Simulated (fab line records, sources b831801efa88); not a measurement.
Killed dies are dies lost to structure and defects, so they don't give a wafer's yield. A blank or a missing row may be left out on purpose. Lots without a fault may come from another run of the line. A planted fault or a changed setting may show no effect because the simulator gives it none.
Split-lot experiment | flow sky130 | 5 lots, 23 wafers read, on a route of 708 steps

THE SPLIT
At SKY_VT_ADJUST_LVTN_IMPLANT_19, the setting dose_cm2 was moved away from the recipe's 6.5e+11 on 6 of the 23 wafers read, by -2.2% to +7.4%. The other wafers ran this setting at the recipe's value.

FROM THE SPLIT TO THE READING: what the file shows between them, 1 step
- SKY_VT_ADJUST_LVTN_STRIP_20: strips in O2/N2

THE READING
VT_ADJUST_LVTN_2_TW, at SKY_VT_ADJUST_LVTN_TW_MEAS_21. Fault-free wafers of this fab line usually give 189.3, standard deviation 0.95.

wafer  | tool, chamber at the split | dose_cm2 as run | against the recipe | VT_ADJUST_LVTN_2_TW | against lot-mates on the recipe
L074.1 | implanter-03, 0            | 6.5e+11         | recipe             | 188.0               | -
L074.2 | implanter-03, 0            | 6.5e+11         | recipe             | 188.2               | -
L074.3 | implanter-03, 0            | 6.5e+11         | recipe             | 187.6               | -
L074.4 | implanter-03, 0            | 6.5e+11         | recipe             | 187.4               | -
L074.6 | implanter-03, 0            | 6.5e+11         | recipe             | 188.6               | -
L078.1 | implanter-03, 0            | 6.5e+11         | recipe             | 189.6               | -
L078.2 | implanter-03, 0            | 6.5e+11         | recipe             | 190.4               | -
L078.4 | implanter-03, 0            | 6.5e+11         | recipe             | 189.7               | -
L078.5 | implanter-03, 0            | 6.789e+11       | +4.4%              | 192.4               | +2.5
L078.6 | implanter-03, 0            | 6.789e+11       | +4.4%              | 192.3               | +2.4
L081.2 | implanter-02, 0            | 6.5e+11         | recipe             | 188.5               | -
L081.3 | implanter-02, 0            | 6.5e+11         | recipe             | 189.4               | -
L081.6 | implanter-02, 0            | 6.5e+11         | recipe             | 188.9               | -
L083.1 | implanter-02, 0            | 6.5e+11         | recipe             | 189.1               | -
L083.2 | implanter-02, 0            | 6.5e+11         | recipe             | 188.6               | -
L083.4 | implanter-02, 0            | 6.5e+11         | recipe             | 189.1               | -
L083.5 | implanter-02, 0            | 6.355e+11       | -2.2%              | 187.4               | -1.5
L083.6 | implanter-02, 0            | 6.355e+11       | -2.2%              | 186.7               | -2.2
L085.1 | implanter-03, 0            | 6.984e+11       | +7.4%              | 192.0               | +3.4
L085.2 | implanter-03, 0            | 6.984e+11       | +7.4%              | 192.2               | +3.6
L085.3 | implanter-03, 0            | 6.5e+11         | recipe             | 188.2               | -
L085.4 | implanter-03, 0            | 6.5e+11         | recipe             | 188.8               | -
L085.6 | implanter-03, 0            | 6.5e+11         | recipe             | 188.9               | -

THE FIT
A straight line over all 23 wafers: VT_ADJUST_LVTN_2_TW changes by +0.558 for each +1% of dose_cm2; r = +0.87; the points scatter about the line by 0.82.
The same after taking each lot's own level away (the mean of its wafers on the recipe; 23 wafers): +0.521 for each +1%; r = +0.96; scatter 0.42.
On that fit, the largest move of dose_cm2 shifts the reading by 3.9.
The lots' own levels span 187.96 to 189.90, that is 2.0 times the standard deviation above.
So the lot-to-lot level changes the slope little: the two slopes agree.
Check: with one of the wafers moved furthest among these (+7.4%) left out of the fit, the line predicts +4.01 for it against its lot-mates. It came out at +3.37 against them.

OTHER SPLITS ON THESE WAFERS
These wafers also went through other splits before the reading. Each is held against what the fit with the lots' levels taken away leaves over:
other split on the same wafers               | wafers away from the commonest value | r with VT_ADJUST_LVTN_2_TW (lot level and that fit taken away)
SKY_FIELD_ISO_OXIDATION_01 ox_time_s         | 15                                   | -0.02
SKY_FIELD_ISO_WET_ETCH_30 time_s             | 15                                   | +0.12
SKY_DNWELL_COAT_02 resist_thk_nm             | 7                                    | -0.33
SKY_NWELL_IMPLANT_13 energy_kev              | 7                                    | -0.06
SKY_VT_ADJUST_HVTP_DEVELOP_06 develop_time_s | 4                                    | -0.41
SKY_VT_ADJUST_HVTP_STRIP_10 pressure_mtorr   | 18                                   | -0.15

THE FILE'S OWN FIT
VT_ADJUST_LVTN_2_TW changes by +0.503 for each +1% of dose_cm2, r = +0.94.
